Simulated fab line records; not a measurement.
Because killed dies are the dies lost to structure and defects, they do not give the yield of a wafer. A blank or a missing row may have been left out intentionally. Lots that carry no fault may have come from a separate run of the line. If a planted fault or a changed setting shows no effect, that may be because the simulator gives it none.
fab line records	flow sky130
record: lots: 7	wafers: 21	last-day: 50
route steps=708 shown CONTACT@426 METAL1@434 PAD_OPEN@708
lots that met no fault: from a run of the same line without faults
start-h: hours from the record's first day to the start of the lot's first wafer shown	wait-h: time in hours since the lot's previous step	" unchanged from the row above	L1.1+2: a row that stands for several wafers	- value missing, or start not given	* or withheld: withheld	< > ~ a bound
route shown NAME@n: NAME is a module with steps in the file, n the number in the route of the first one	usual: average and standard deviation across the fault-free wafers	same: alike in all rows	chamber/n: place in a boat	sites: each site's reading	_std_site: standard deviation of those values	_edge_site: inner sites' mean taken away from outer sites' mean	radius-mm: for every site, how far away it sits from the centre of the wafer	mask NAME#n: copy n	behind: tool/chamber where the wafer was last shaped	hold: what put the lot on hold/how long, in hours/how the hold closed	device: names the non-switching transistor (n, p or np)	end of line: the route-end tests of the same wafers	step lacking rows: just its recipe	killed: at the first sort, the dies lost to defects and structure; wafer yield is something else	map: shows each die of a wafer: x if killed, . if not, _ if none is there
set.NAME: the setting that was run; set.NAME@STEP: the one run at that earlier step	model.NAME: the simulator's own value behind a step, which no gauge read
lots at some steps of the route; a table a step, a row a wafer
services: from which hour (start-h, from the record's first day; less than 0 if before it) a tool's chamber was out of use, for how many hours, and why
== steps ==
step: SKY_CONTACT_STRIP_20
recipe: chemistry: post-etch-residue-remover	time-s: 1200	temp-c: 72.5
step: SKY_CONTACT_CLEAN_21
recipe: chemistry: IPA	time-s: 180	temp-c: 25
step: SKY_CONTACT_CLEAN_22
recipe: chemistry: O3/DIW	dry: n2-spin
step: SKY_CONTACT_SPUTTER_23
recipe: material: TiN	target-thk-nm: 20	chamber-pressure-pa: 5	power-w: 4000	time-s: 80
step: SKY_CONTACT_CVD_24
recipe: material: W	target-thk-nm: 340	time-s: 102.12	temp-c: 400	pressure-torr: 40
usual: heater-power-w: 933/93
lot.wafer	tool	chamber	start-h	wait-h	heater-power-w
L729.1	cvd-w-01	1	727.05	0.0	803
L729.2	"	0	"	"	972
L729.4	"	0	"	"	959
L735.1	cvd-w-02	1	797.09	0.0	1095
L735.4	"	0	"	"	883
L735.6	"	1	"	"	1068
L746.1	cvd-w-01	1	867.58	0.0	807
L746.2	"	0	"	"	927
L746.3	"	0	"	"	934
L747.1	cvd-w-02	0	880.40	0.0	890
L747.2	"	1	"	"	1067
L747.4	"	0	"	"	894
L748.1	cvd-w-02	0	888.07	0.0	869
L748.5	"	0	"	"	902
L748.6	"	1	"	"	1078
L750.3	cvd-w-01	1	894.47	0.1	792
L750.5	"	0	"	"	960
L750.6	"	1	"	"	807
L751.1	cvd-w-01	0	904.09	0.0	954
L751.2	"	1	"	"	834
L751.6	"	1	"	"	842
step: SKY_CONTACT_RS_MEAS_25
recipe: thk-meas-gauge: four-point-probe	reads: W_of_CONTACT_CVD_24+TiN_of_CONTACT_SPUTTER_23
usual: CONTACT_W_RS: 0.337/0.004
lot.wafer	tool	chamber	start-h	wait-h	CONTACT_W_RS[ohm/sq]
L729.1	film-metro-04	-	727.16	0.1	0.332
L729.2	"	-	"	"	0.341
L729.4	"	-	"	"	0.339
L735.1	film-metro-02	-	797.20	0.1	0.342
L735.4	"	-	"	"	0.340
L735.6	"	-	"	"	0.343
L746.1	film-metro-02	-	867.69	0.1	0.335
L746.2	"	-	"	"	0.334
L746.3	"	-	"	"	0.333
L747.1	film-metro-03	-	880.51	0.1	0.335
L747.2	"	-	"	"	0.341
L747.4	"	-	"	"	0.335
L748.1	film-metro-04	-	888.18	0.1	0.338
L748.5	"	-	"	"	0.340
L748.6	"	-	"	"	0.335
L750.3	film-metro-03	-	894.58	0.1	0.335
L750.5	"	-	"	"	0.337
L750.6	"	-	"	"	0.333
L751.1	film-metro-03	-	904.20	0.1	0.338
L751.2	"	-	"	"	0.336
L751.6	"	-	"	"	0.331
step: SKY_CONTACT_THK_MEAS_26
recipe: thk-meas-gauge: xrf	reads: W_of_CONTACT_CVD_24
usual: CONTACT_W_THK: 330/6
lot.wafer	tool	chamber	start-h	wait-h	CONTACT_W_THK[nm]
L729.1	film-metro-04	-	727.28	0.1	335
L729.2	"	-	"	"	325
L729.4	"	-	"	"	325
L735.1	film-metro-02	-	797.32	0.1	331
L735.4	"	-	"	"	333
L735.6	"	-	"	"	328
L746.1	film-metro-02	-	867.81	0.1	331
L746.2	"	-	"	"	336
L746.3	"	-	"	"	333
L747.1	film-metro-03	-	880.63	0.1	338
L747.2	"	-	"	"	331
L747.4	"	-	"	"	336
L748.1	film-metro-04	-	888.30	0.1	324
L748.5	"	-	"	"	322
L748.6	"	-	"	"	328
L750.3	film-metro-03	-	894.68	0.1	336
L750.5	"	-	"	"	332
L750.6	"	-	"	"	339
L751.1	film-metro-03	-	904.32	0.1	333
L751.2	"	-	"	"	336
L751.6	"	-	"	"	341
step: SKY_CONTACT_CMP_27
recipe: stop-on: SiO2	t-overpolish-s: 15	down-force-psi: 3.5	platen-rpm: 60	target-thk-nm: 0	pad-velocity-m-s: 0.94248
step: SKY_METAL1_SPUTTER_00
recipe: material: Ti	target-thk-nm: 15	power-w: 3000	time-s: 10	chamber-pressure-pa: 0.4
usual: cathode-dc-power-W: 3000.0/0.57	chamber-pressure-pa: 0.3999/0.00076	throttle-valve-pct: 29.8/0.84
lot.wafer	tool	chamber	start-h	wait-h	cathode-dc-power-W	chamber-pressure-pa	throttle-valve-pct
L729.1	pvd-sputter-01	-	727.64	0.1	2999.1	0.3992	29.0
L729.2	"	-	"	"	3000.5	0.3991	29.7
L729.4	"	-	"	"	2999.6	0.4005	28.5
L735.1	pvd-sputter-04	-	797.68	0.1	3000.4	0.4008	29.9
L735.4	"	-	"	"	2999.5	0.3988	29.4
L735.6	"	-	"	"	2999.8	0.4007	30.0
L746.1	pvd-sputter-04	-	868.17	0.1	2999.8	0.4009	30.2
L746.2	"	-	"	"	2999.5	0.4007	29.6
L746.3	"	-	"	"	2999.8	0.3995	30.7
L747.1	pvd-sputter-04	-	880.99	0.1	3000.8	0.4000	31.0
L747.2	"	-	"	"	3000.1	0.3998	30.0
L747.4	"	-	"	"	3000.5	0.3997	29.3
L748.1	pvd-sputter-01	-	888.66	0.1	2999.6	0.3991	29.1
L748.5	"	-	"	"	3000.1	0.3996	28.7
L748.6	"	-	"	"	2999.2	0.4003	29.8
L750.3	pvd-sputter-04	-	895.02	0.2	3000.1	0.3999	29.1
L750.5	"	-	"	"	3000.7	0.4008	30.1
L750.6	"	-	"	"	3000.8	0.3986	30.9
L751.1	pvd-sputter-01	-	904.68	0.1	3001.1	0.4009	29.7
L751.2	"	-	"	"	3000.6	0.3997	28.9
L751.6	"	-	"	"	3000.4	0.4004	29.8
step: SKY_METAL1_SPUTTER_01
recipe: material: TiN	target-thk-nm: 20	power-w: 6500	time-s: 16.7	chamber-pressure-pa: 0.4
usual: cathode-dc-power-W: 6499.9/1.3	chamber-pressure-pa: 0.3998/0.00095	throttle-valve-pct: 29.8/0.84
lot.wafer	tool	chamber	start-h	wait-h	cathode-dc-power-W	chamber-pressure-pa	throttle-valve-pct
L729.1	pvd-sputter-01	-	727.66	0.0	6500.0	0.3995	28.7
L729.2	"	-	"	"	6500.1	0.3994	29.8
L729.4	"	-	"	"	6501.2	0.4005	28.8
L735.1	pvd-sputter-04	-	797.70	0.0	6500.4	0.3995	30.0
L735.4	"	-	"	"	6501.3	0.4007	29.4
L735.6	"	-	"	"	6499.8	0.4005	30.0
L746.1	pvd-sputter-04	-	868.19	0.0	6501.3	0.3991	30.2
L746.2	"	-	"	"	6499.8	0.3991	29.4
L746.3	"	-	"	"	6498.2	0.4010	30.9
L747.1	pvd-sputter-04	-	881.01	0.0	6499.1	0.3991	30.8
L747.2	"	-	"	"	6500.5	0.3991	30.4
L747.4	"	-	"	"	6500.8	0.3999	29.6
L748.1	pvd-sputter-01	-	888.68	0.0	6499.5	0.3998	29.0
L748.5	"	-	"	"	6500.5	0.3989	28.6
L748.6	"	-	"	"	6498.4	0.3999	29.6
L750.3	pvd-sputter-04	-	895.04	0.0	6500.3	0.4001	29.0
L750.5	"	-	"	"	6500.6	0.4010	30.3
L750.6	"	-	"	"	6498.8	0.3987	31.0
L751.1	pvd-sputter-01	-	904.70	0.0	6502.3	0.4001	30.0
L751.2	"	-	"	"	6498.7	0.4017	28.9
L751.6	"	-	"	"	6499.7	0.4012	29.7
step: SKY_METAL1_SPUTTER_02
recipe: material: AlCu	target-thk-nm: 250	power-w: 10600	time-s: 13.3	chamber-pressure-pa: 0.4
usual: cathode-dc-power-W: 10600/1.9	chamber-pressure-pa: 0.4001/0.00089	throttle-valve-pct: 29.8/0.82
lot.wafer	tool	chamber	start-h	wait-h	cathode-dc-power-W	chamber-pressure-pa	throttle-valve-pct
L729.1	pvd-sputter-01	-	727.68	0.0	10596	0.4004	29.1
L729.2	"	-	"	"	10603	0.4005	29.8
L729.4	"	-	"	"	10599	0.3999	28.9
L735.1	pvd-sputter-04	-	797.73	0.0	10603	0.3998	30.1
L735.4	"	-	"	"	10600	0.3999	29.6
L735.6	"	-	"	"	10601	0.3993	30.0
L746.1	pvd-sputter-04	-	868.22	0.0	10601	0.3991	29.8
L746.2	"	-	"	"	10600	0.4006	29.4
L746.3	"	-	"	"	10601	0.4054	30.9
L747.1	pvd-sputter-04	-	881.03	0.0	10600	0.3999	31.1
L747.2	"	-	"	"	10599	0.4012	30.0
L747.4	"	-	"	"	10604	0.3995	29.2
L748.1	pvd-sputter-01	-	888.71	0.0	10599	0.3992	29.0
L748.5	"	-	"	"	10599	0.4011	28.8
L748.6	"	-	"	"	10597	0.3999	29.5
L750.3	pvd-sputter-04	-	895.07	0.0	10596	0.3994	29.0
L750.5	"	-	"	"	10601	0.4006	29.9
L750.6	"	-	"	"	10599	0.4001	31.1
L751.1	pvd-sputter-01	-	904.72	0.0	10602	0.3994	29.6
L751.2	"	-	"	"	10599	0.3997	28.9
L751.6	"	-	"	"	10600	0.4000	29.7
step: SKY_METAL1_SPUTTER_03
recipe: material: Ti	target-thk-nm: 5	power-w: 3000	time-s: 3.3	chamber-pressure-pa: 0.4
usual: cathode-dc-power-W: 3000.0/0.57	chamber-pressure-pa: 0.4000/0.00081	throttle-valve-pct: 29.8/0.85
lot.wafer	tool	chamber	start-h	wait-h	cathode-dc-power-W	chamber-pressure-pa	throttle-valve-pct
L729.1	pvd-sputter-01	-	727.71	0.0	2999.8	0.4010	29.2
L729.2	"	-	"	"	3000.7	0.4008	29.6
L729.4	"	-	"	"	3000.6	0.4008	28.7
L735.1	pvd-sputter-04	-	797.75	0.0	2999.8	0.3991	30.1
L735.4	"	-	"	"	2999.2	0.3993	29.1
L735.6	"	-	"	"	3001.0	0.3996	30.1
L746.1	pvd-sputter-04	-	868.24	0.0	2999.9	0.4000	30.0
L746.2	"	-	"	"	3001.0	0.3998	29.4
L746.3	"	-	"	"	2999.1	0.3993	31.0
L747.1	pvd-sputter-04	-	881.06	0.0	2999.8	0.4008	31.1
L747.2	"	-	"	"	3000.5	0.3992	29.9
L747.4	"	-	"	"	2999.8	0.3988	29.4
L748.1	pvd-sputter-01	-	888.73	0.0	3001.0	0.4011	29.0
L748.5	"	-	"	"	3000.2	0.3997	28.8
L748.6	"	-	"	"	2999.9	0.4002	29.8
L750.3	pvd-sputter-04	-	895.09	0.0	3000.7	0.3993	29.2
L750.5	"	-	"	"	2999.7	0.4002	30.2
L750.6	"	-	"	"	2999.4	0.3996	30.7
L751.1	pvd-sputter-01	-	904.75	0.0	3000.9	0.3985	29.7
L751.2	"	-	"	"	3000.2	0.3993	29.0
L751.6	"	-	"	"	3000.0	0.3995	29.7
step: SKY_METAL1_SPUTTER_04
recipe: material: TiN	target-thk-nm: 70	power-w: 6500	time-s: 58.3	chamber-pressure-pa: 0.4
usual: cathode-dc-power-W: 6500.0/1.3	chamber-pressure-pa: 0.3999/0.00087	throttle-valve-pct: 29.8/0.83
lot.wafer	tool	chamber	start-h	wait-h	cathode-dc-power-W	chamber-pressure-pa	throttle-valve-pct
L729.1	pvd-sputter-01	-	727.73	0.0	6498.5	0.3993	29.1
L729.2	"	-	"	"	6500.6	0.4009	29.8
L729.4	"	-	"	"	6499.8	0.4006	28.8
L735.1	pvd-sputter-04	-	797.77	0.0	6500.3	0.3990	30.0
L735.4	"	-	"	"	6499.9	0.3996	29.4
L735.6	"	-	"	"	6500.0	0.3998	29.8
L746.1	pvd-sputter-04	-	868.26	0.0	-	-	-
L746.2	"	-	"	"	-	-	-
L746.3	"	-	"	"	-	-	-
L747.1	pvd-sputter-04	-	881.08	0.0	-	-	-
L747.2	"	-	"	"	-	-	-
L747.4	"	-	"	"	-	-	-
L748.1	pvd-sputter-01	-	888.75	0.0	-	-	-
L748.5	"	-	"	"	-	-	-
L748.6	"	-	"	"	-	-	-
L750.3	pvd-sputter-04	-	895.11	0.0	6502.7	0.4007	28.7
L750.5	"	-	"	"	6501.4	0.3981	30.2
L750.6	"	-	"	"	6501.9	0.3987	31.2
L751.1	pvd-sputter-01	-	904.77	0.0	6499.7	0.4006	29.8
L751.2	"	-	"	"	6499.4	0.3992	29.3
L751.6	"	-	"	"	6500.3	0.3995	29.9
step: SKY_METAL1_RS_MEAS_05
recipe: thk-meas-gauge: four-point-probe	reads: TiN_of_METAL1_SPUTTER_04+Ti_of_METAL1_SPUTTER_03+AlCu_of_METAL1_SPUTTER_02+TiN_of_METAL1_SPUTTER_01+Ti_of_METAL1_SPUTTER_00
usual: METAL1_ALCU_RS: 0.1274/0.0017
lot.wafer	tool	chamber	start-h	wait-h	METAL1_ALCU_RS[ohm/sq]
L729.1	film-metro-02	-	727.78	0.0	0.1249
L729.2	"	-	"	"	0.1260
L729.4	"	-	"	"	0.1276
L735.1	film-metro-01	-	797.82	0.0	0.1270
L735.4	"	-	"	"	0.1259
L735.6	"	-	"	"	0.1272
L746.1	film-metro-01	-	868.31	0.0	0.1252
L746.2	"	-	"	"	0.1256
L746.3	"	-	"	"	0.1289
L747.1	film-metro-01	-	881.13	0.0	0.1308
L747.2	"	-	"	"	0.1278
L747.4	"	-	"	"	0.1268
L748.1	film-metro-01	-	888.80	0.0	0.1263
L748.5	"	-	"	"	0.1301
L748.6	"	-	"	"	0.1287
L750.3	film-metro-01	-	895.20	0.1	0.1288
L750.5	"	-	"	"	0.1265
L750.6	"	-	"	"	0.1303
L751.1	film-metro-03	-	904.82	0.0	0.1264
L751.2	"	-	"	"	0.1233
L751.6	"	-	"	"	0.1262
step: SKY_METAL1_THK_MEAS_06
recipe: thk-meas-gauge: xrf	reads: AlCu_of_METAL1_SPUTTER_02
usual: METAL1_ALCU_THK: 244/3.4
lot.wafer	tool	chamber	start-h	wait-h	METAL1_ALCU_THK[nm]
L729.1	film-metro-02	-	727.90	0.1	250
L729.2	"	-	"	"	248
L729.4	"	-	"	"	248
L735.1	film-metro-01	-	797.94	0.1	245
L735.4	"	-	"	"	247
L735.6	"	-	"	"	245
L746.1	film-metro-01	-	868.43	0.1	288
L746.2	"	-	"	"	289
L746.3	"	-	"	"	281
L747.1	film-metro-01	-	881.25	0.1	278
L747.2	"	-	"	"	286
L747.4	"	-	"	"	287
L748.1	film-metro-01	-	888.92	0.1	284
L748.5	"	-	"	"	278
L748.6	"	-	"	"	280
L750.3	film-metro-01	-	895.30	0.1	241
L750.5	"	-	"	"	243
L750.6	"	-	"	"	241
L751.1	film-metro-03	-	904.94	0.1	245
L751.2	"	-	"	"	250
L751.6	"	-	"	"	243
step: SKY_METAL1_DEHYDRATE_07
recipe: temp-c: 200	time-s: 60
step: SKY_PAD_OPEN_PROBE_99
usual: defect-limited-yield: 82.7/1.9	killed_at_M0_to_M3: 43/6.8	killed_at_M4_up: 2.9/1.7	killed-at-contacts: 24/5.4	killed-at-front-end: 15/4.8	killed-at-other: 0.3/0.57	killed-dies: 85/9.4	killed-on-rim: 16/4	killed-open: 47/7.5	killed-short: 38/5.7	sort_bin_3_pad_short: 0.8/0.37	sort_bin_5_function: 10.2/1.5	sort_bin_6_memory: 6.2/1.1	sort-n-pass: 407/9.4	sort-yield-pct: 82.7/1.9
same: gross-dies: 492	killed-at-back-side: 0	sort_bin_4_leakage[%]: 0	sort_bin_8_speed[%]: 0
lot.wafer	tool	chamber	start-h	wait-h	defect-limited-yield[%]	killed_at_M0_to_M3	killed_at_M4_up	killed-at-contacts	killed-at-front-end	killed-at-other	killed-dies	killed-on-rim	killed-open	killed-short	sort_bin_3_pad_short[%]	sort_bin_5_function[%]	sort_bin_6_memory[%]	sort-n-pass	sort-yield-pct[%]	model.etest.via1-chain.rc-ohm
L729.1	prober-01	-	1065.29	0.1	81.5	52	3	22	14	0	91	25	45	46	1.0	10.4	7.1	401	81.5	16.89
L729.2	prober-01	-	1065.34	0.1	82.3	43	4	33	7	0	87	16	54	33	0.4	11.6	5.7	405	82.3	16.55
L729.4	prober-01	-	1065.44	0.2	80.9	50	0	32	11	1	94	21	54	40	1.8	11.2	6.1	398	80.9	17.1
L735.1	prober-02	-	1118.07	0.1	83.7	32	3	27	18	0	80	15	40	40	0.6	10.2	5.5	412	83.7	16.42
L735.4	prober-02	-	1118.22	0.2	82.9	48	2	18	16	0	84	17	53	31	0.6	10.0	6.5	408	82.9	16.56
L735.6	prober-02	-	1118.32	0.2	84.1	47	5	13	13	0	78	20	46	32	0.6	10.0	5.3	414	84.1	15.97
L746.1	prober-01	-	1171.36	0.1	86.6	31	1	18	16	0	66	14	37	29	0.4	8.7	4.3	426	86.6	24.95
L746.2	prober-01	-	1171.41	0.1	81.3	36	4	34	18	0	92	13	47	45	0.8	11.6	6.3	400	81.3	26.61
L746.3	prober-01	-	1171.46	0.2	82.5	48	5	16	17	0	86	9	37	49	0.6	9.1	7.7	406	82.5	26.5
L747.1	prober-02	-	1173.22	0.1	84.8	47	2	15	11	0	75	12	41	34	0.6	8.9	5.7	417	84.8	26.7
L747.2	prober-02	-	1173.27	0.1	80.5	49	6	29	12	0	96	22	53	43	1.2	11.6	6.7	396	80.5	26.84
L747.4	prober-02	-	1173.37	0.2	85.0	44	1	21	8	0	74	19	37	37	0.6	8.7	5.7	418	85.0	25.81
L748.1	prober-01	-	1182.07	0.1	80.5	50	2	28	16	0	96	13	52	44	0.4	11.8	7.3	396	80.5	26.45
L748.5	prober-01	-	1182.27	0.2	81.1	48	1	23	21	0	93	29	56	37	1.4	11.4	6.1	399	81.1	25.88
L748.6	prober-01	-	1182.32	0.2	82.9	44	2	24	14	0	84	13	45	39	0.6	11.6	4.9	408	82.9	25.78
L750.3	prober-01	-	1184.68	0.2	82.9	41	4	21	18	0	84	20	47	37	1.0	10.2	5.9	408	82.9	15.48
L750.5	prober-01	-	1184.78	0.2	79.9	46	5	22	24	2	99	20	56	43	0.2	13.0	6.9	393	79.9	15.12
L750.6	prober-01	-	1184.83	0.2	81.7	43	3	24	20	0	90	17	56	34	0.4	10.8	7.1	402	81.7	15.96
L751.1	prober-02	-	1188.28	0.1	83.7	41	3	30	6	0	80	20	47	33	0.6	10.2	5.5	412	83.7	15.43
L751.2	prober-02	-	1188.33	0.1	84.3	44	0	19	13	1	77	19	42	35	0.4	8.3	6.9	415	84.3	15.31
L751.6	prober-02	-	1188.53	0.2	83.9	38	7	21	13	0	79	14	47	32	1.2	8.7	6.1	413	83.9	17.01
killed by level:class
L729.1 VIA1:geometric-particle:open=11 VIA3:geometric-particle:short=9 CONTACT:geometric-particle:open=7 POLY_GATE:geometric-particle:open=7 VIA1:geometric-particle:short=6 VIA2:geometric-particle:open=6 LI_CONTACT:geometric-particle:open=5 METAL2:geometric-particle:short=5
L729.2 CONTACT:geometric-particle:open=18 VIA1:geometric-particle:open=12 LI_CONTACT:geometric-particle:open=7 METAL1:geometric-particle:short=5 METAL3:geometric-particle:short=5 LI_CONTACT:geometric-particle:short=4 VIA1:geometric-particle:short=4 VIA2:geometric-particle:open=4
L729.4 CONTACT:geometric-particle:open=10 VIA2:geometric-particle:open=10 VIA1:geometric-particle:open=9 VIA3:geometric-particle:short=7 LI_CONTACT:geometric-particle:open=7 LOCAL_INTERCONNECT:geometric-particle:short=6 VIA3:geometric-particle:open=6 LI_CONTACT:geometric-particle:short=5
L735.1 CONTACT:geometric-particle:open=8 LOCAL_INTERCONNECT:geometric-particle:short=7 VIA2:geometric-particle:open=7 VIA3:geometric-particle:open=7 FIELD_ISO:geometric-particle:short=6 LI_CONTACT:geometric-particle:open=6 POLY_GATE:geometric-particle:open=5 POLY_GATE:geometric-particle:short=4
L735.4 VIA1:geometric-particle:open=19 LI_CONTACT:geometric-particle:open=7 CONTACT:geometric-particle:open=7 VIA2:geometric-particle:open=7 METAL1:geometric-particle:short=6 VIA2:geometric-particle:short=5 FIELD_ISO:geometric-particle:short=4 POLY_GATE:geometric-particle:open=4
L735.6 VIA1:geometric-particle:open=14 CONTACT:geometric-particle:open=8 METAL1:geometric-particle:short=6 METAL2:geometric-particle:short=5 VIA2:geometric-particle:open=5 VIA1:geometric-particle:short=4 METAL4:geometric-particle:short=4 FIELD_ISO:geometric-particle:open=3
L746.1 CONTACT:geometric-particle:open=7 VIA1:geometric-particle:open=7 VIA2:geometric-particle:open=5 FIELD_ISO:geometric-particle:open=4 LI_CONTACT:geometric-particle:open=4 CONTACT:geometric-particle:short=4 VIA2:geometric-particle:short=4 FIELD_ISO:geometric-particle:short=3
L746.2 CONTACT:geometric-particle:short=10 CONTACT:geometric-particle:open=10 LI_CONTACT:geometric-particle:open=7 VIA1:geometric-particle:open=6 FIELD_ISO:geometric-particle:short=5 FIELD_ISO:geometric-particle:open=5 METAL1:geometric-particle:short=5 VIA3:geometric-particle:open=5
L746.3 METAL2:geometric-particle:short=11 VIA2:geometric-particle:short=8 CONTACT:geometric-particle:open=7 VIA1:geometric-particle:open=6 FIELD_ISO:geometric-particle:short=5 POLY_GATE:geometric-particle:short=4 VIA2:geometric-particle:open=4 LI_CONTACT:geometric-particle:open=4
L747.1 VIA1:geometric-particle:open=17 METAL1:geometric-particle:short=7 LI_CONTACT:geometric-particle:open=6 METAL2:geometric-particle:short=6 VIA2:geometric-particle:open=6 POLY_GATE:geometric-particle:short=5 VIA1:geometric-particle:short=5 CONTACT:geometric-particle:open=4
L747.2 VIA1:geometric-particle:open=13 CONTACT:geometric-particle:open=10 METAL1:geometric-particle:short=10 VIA3:geometric-particle:open=8 VIA2:geometric-particle:open=7 CONTACT:geometric-particle:short=6 LI_CONTACT:geometric-particle:open=5 METAL4:geometric-particle:short=5
L747.4 VIA1:geometric-particle:open=11 CONTACT:geometric-particle:open=7 LI_CONTACT:geometric-particle:open=6 METAL2:geometric-particle:short=6 VIA2:geometric-particle:open=6 VIA2:geometric-particle:short=5 POLY_GATE:geometric-particle:short=4 VIA3:geometric-particle:open=4
L748.1 VIA1:geometric-particle:open=13 METAL1:geometric-particle:short=10 CONTACT:geometric-particle:open=9 FIELD_ISO:geometric-particle:open=8 LOCAL_INTERCONNECT:geometric-particle:short=7 METAL2:geometric-particle:short=7 VIA2:geometric-particle:open=7 LI_CONTACT:geometric-particle:open=4
L748.5 VIA1:geometric-particle:open=11 LI_CONTACT:geometric-particle:open=10 METAL2:geometric-particle:short=8 CONTACT:geometric-particle:open=7 FIELD_ISO:geometric-particle:open=6 VIA3:geometric-particle:short=6 POLY_GATE:geometric-particle:open=6 METAL1:geometric-particle:short=6
L748.6 VIA1:geometric-particle:open=11 CONTACT:geometric-particle:open=10 VIA1:geometric-particle:short=6 METAL2:geometric-particle:short=5 CONTACT:geometric-particle:short=5 VIA3:geometric-particle:open=5 POLY_GATE:geometric-particle:short=4 LI_CONTACT:geometric-particle:open=4
L750.3 VIA1:geometric-particle:open=11 FIELD_ISO:geometric-particle:open=8 CONTACT:geometric-particle:open=8 VIA2:geometric-particle:open=7 FIELD_ISO:geometric-particle:short=6 METAL2:geometric-particle:short=6 LI_CONTACT:geometric-particle:open=5 METAL1:geometric-particle:short=5
L750.5 VIA3:geometric-particle:open=9 VIA1:geometric-particle:open=9 METAL2:geometric-particle:short=7 CONTACT:geometric-particle:open=7 LI_CONTACT:geometric-particle:open=6 FIELD_ISO:geometric-particle:short=5 CONTACT:geometric-particle:short=5 METAL1:geometric-particle:short=5
L750.6 VIA1:geometric-particle:open=10 LI_CONTACT:geometric-particle:open=9 FIELD_ISO:geometric-particle:open=8 CONTACT:geometric-particle:open=7 VIA3:geometric-particle:open=7 METAL2:geometric-particle:short=6 FIELD_ISO:geometric-particle:short=5 VIA1:geometric-particle:short=5
L751.1 CONTACT:geometric-particle:open=11 LI_CONTACT:geometric-particle:open=10 VIA1:geometric-particle:open=9 VIA3:geometric-particle:short=6 VIA2:geometric-particle:open=6 LOCAL_INTERCONNECT:geometric-particle:short=4 METAL2:geometric-particle:short=4 VIA3:geometric-particle:open=4
L751.2 VIA1:geometric-particle:open=9 LI_CONTACT:geometric-particle:open=7 CONTACT:geometric-particle:open=6 METAL1:geometric-particle:short=6 VIA3:geometric-particle:open=6 METAL2:geometric-particle:short=6 FIELD_ISO:geometric-particle:open=5 VIA2:geometric-particle:short=5
L751.6 CONTACT:geometric-particle:open=10 VIA1:geometric-particle:open=8 VIA2:geometric-particle:open=7 VIA3:geometric-particle:open=6 METAL4:geometric-particle:short=6 LI_CONTACT:geometric-particle:open=5 METAL1:geometric-particle:short=4 VIA1:geometric-particle:short=4
== services ==
tool	chamber	start-h	hours	kind
pvd-sputter-04	-	719.89	3.0	repair
pvd-sputter-04	3	726.95	-	consumable-replace:kit
pvd-sputter-04	3	726.95	18.0	scheduled-down
pvd-sputter-04	3	726.95	18.0	vent-cycle
cvd-w-01	-	735.58	2.8	pm
cvd-w-01	-	746.84	2.1	repair
pvd-sputter-01	1	792.44	-	consumable-replace:kit
pvd-sputter-01	1	792.44	18.0	scheduled-down
pvd-sputter-01	1	792.44	18.0	vent-cycle
cvd-w-02	-	812.82	6.9	pm
cvd-w-02	1	821.63	14.7	repair
pvd-sputter-04	-	869.55	6.5	repair
cvd-w-02	-	870.99	1.2	repair
pvd-sputter-01	-	876.32	5.7	repair
cvd-w-02	-	904.00	14.0	pm
cvd-w-02	0	904.00	14.0	vent-cycle
cvd-w-02	1	904.00	14.0	vent-cycle
== key ==
first-sign: step: SKY_METAL1_SPUTTER_04	reading: tool-record	direction: missing
effect: step: SKY_METAL1_THK_MEAS_06	reading: METAL1_ALCU_THK	direction: up	sigmas: 12	usual: 244	struck: 283
model-effect: step: SKY_PAD_OPEN_PROBE_99	value: etest.via1-chain.rc-ohm	without: 16.02	struck: 26.17
met-at SKY_METAL1_SPUTTER_04
struck-wafers L746.1,L746.2,L746.3,L747.1,L747.2,L747.4,L748.1,L748.5,L748.6
onset-between 797.77 868.26
fault: kind: skipped-step-whole	tool: pvd-sputter-01,pvd-sputter-04	chamber: -	onset-h: 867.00	steps: SKY_METAL1_SPUTTER_04	scope: struck-lots-only
